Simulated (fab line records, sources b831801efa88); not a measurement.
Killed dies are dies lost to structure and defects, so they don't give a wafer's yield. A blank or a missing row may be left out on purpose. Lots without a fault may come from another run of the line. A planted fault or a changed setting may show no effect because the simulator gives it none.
One fault seen from 2 desks | flow sky130 | each desk has only its own numbers; what lay behind them comes last

THE METROLOGY DESK
What the gauges read, lot by lot, whatever tool the lot ran on: means of the sampled wafers that have a number. A lot is out of limits, marked OUT, if its mean lies more than 4 standard deviations from the usual mean; the brackets give that distance.
Columns: A = LDD_P_OVL at SKY_LDD_P_OVL_MEAS_08, usual 0.1 nm; B = POLY_CUT_OVL at SKY_POLY_CUT_OVL_MEAS_09, usual -2 nm; C = SD_P_TW at SKY_SD_P_TW_MEAS_11, usual 2833; D = SD_P_RS at SKY_SD_N_RS_MEAS_17, usual 147.0 ohm/sq
lot  | first seen here | A    | B  | C              | D
L993 | day 18 13:48    | 1.0  | 6  | 2850           | 147.4
L996 | day 19 10:01    | 0.4  | 3  | 2864           | 146.7
L102 | day 21 23:54    | 0.0  | -4 | 2560 (-21) OUT | 170.9 (+58) OUT
L104 | day 22 17:08    | -1.2 | -2 | 2583 (-19) OUT | 170.1 (+56) OUT
L105 | day 24 02:05    | 0.2  | 5  | 2842           | 147.3
L108 | day 24 15:39    | 0.3  | -3 | 2834           | 147.4
L110 | day 24 23:08    | 0.9  | -8 | 2840           | 147.4
L113 | day 25 13:17    | -0.9 | 1  | 2817           | 147.0
L114 | day 26 01:35    | -0.4 | -7 | 2832           | 146.8
L115 | day 26 10:47    | 1.6  | 2  | 2840           | 147.0
L116 | day 26 19:50    | 0.5  | -8 | 2839           | 146.6
This desk's finding: out of limits on L102, L104; first on L102, day 28 09:50 (SD_P_TW at SKY_SD_P_TW_MEAS_11). In limits: L993, L996, L105, L108, L110, L113, L114, L115, L116.

THE TOOL OWNER'S DESK: implanter-03
The tool's own readings at SKY_SD_P_IMPLANT_09: means of the sampled wafers that have a number, for each lot that ran on this tool. A lot is out of limits, marked OUT, if its mean lies more than 4 standard deviations from the usual mean; the brackets give that distance.
Columns: A = beam_energy_keV at SKY_SD_P_IMPLANT_09, usual 20.000; B = faraday_current_uA at SKY_SD_P_IMPLANT_09, usual 12877
lot  | first seen here | A                        | B
L996 | day 25 20:02    | 20.008                   | 12163
L102 | day 28 09:37    | 14.033 (-99 or more) OUT | 11654
L104 | day 29 00:32    | 14.024 (-99 or more) OUT | 11921
L114 | day 32 04:05    | 19.998                   | 11987
L115 | day 32 13:40    | 20.005                   | 11866
This desk's finding: out of limits on L102, L104; first on L102, day 28 09:37 (beam_energy_keV at SKY_SD_P_IMPLANT_09). In limits: L996, L114, L115.

PUT TOGETHER
The tool owner's desk could have raised an alarm at day 28 09:37, on L102, L104.
The metrology desk could have raised an alarm at day 28 09:50, on L102, L104.
Of the lots named, all ran SKY_SD_P_IMPLANT_09 on implanter-03.

WHAT THE SIMULATOR HAD PUT IN
Process parameter drift: implanter-03, from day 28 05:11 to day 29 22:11, at SKY_SD_P_IMPLANT_09. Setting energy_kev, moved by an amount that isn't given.
Lots struck among those shown: L102, L104.
Hours from the fault's start to each desk's first reading out of limits: the tool owner's desk, 4; the metrology desk, 5.
